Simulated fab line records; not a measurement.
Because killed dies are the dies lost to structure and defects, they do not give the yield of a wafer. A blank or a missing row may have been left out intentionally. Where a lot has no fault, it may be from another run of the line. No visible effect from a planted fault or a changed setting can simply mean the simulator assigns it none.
Matching of chambers    flow sky130    3 sister chambers for SKY_CAP2M_CVD_00 on pecvd-03
The step deposits SiO2, target thk 15.5 nm. 18 wafers are shown with their chamber, then 9 later ones without.

## WAFERS PAIRED WITH THEIR CHAMBERS
wafer   chamber  heater-power-w (W)
L074.1  0        714
L074.3  2        688
L074.6  2        710
L076.2  2        647
L076.4  0        689
L076.5  2        640
L080.1  2        756
L080.3  1        597
L080.4  1        587
L086.3  1        669
L086.4  2        663
L086.5  1        679
L088.3  0        730
L088.4  2        660
L088.6  2        670
L090.2  1        665
L090.3  2        691
L090.4  2        684

SIGNATURES (means of the wafers above)
reading         chamber 0  chamber 1  chamber 2  scatter within a chamber
heater-power-w  711.00     639.40     680.90     35.4
Rule: for each reading, subtract the chamber's mean from the wafer's reading, divide by that reading's scatter and square the result; add these up over the readings and take the root, which gives the wafer's distance from the chamber. The wafer belongs to the nearest chamber; if the next one is less than 2 further off, it can't be placed. The scatter: take each reading less its chamber's mean, square it, sum over the shown wafers, divide by the number of wafers less the number of chambers, and take the root.

## WAFERS WHOSE CHAMBER IS MISSING
wafer   heater-power-w (W)
L095.1  582
L095.2  680
L095.3  726
L095.4  595
L095.5  751
L095.6  682
L097.3  679
L097.5  608
L097.6  647

## EACH ONE'S CHAMBER
wafer   from the rows above           in truth
L095.1  can't be placed: 1 or 2       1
L095.2  can't be placed: 2 or 0 or 1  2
L095.3  can't be placed: 0 or 2       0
L095.4  can't be placed: 1 or 2       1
L095.5  can't be placed: 0 or 2       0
L095.6  can't be placed: 2 or 0 or 1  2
L097.3  can't be placed: 2 or 0 or 1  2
L097.5  can't be placed: 1 or 2       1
L097.6  can't be placed: 1 or 2 or 0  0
Correctly placed: 0 of 9. Cannot be placed on the basis of these rows: 9; the candidates contain the true chamber in 9. 0 placed wrongly.
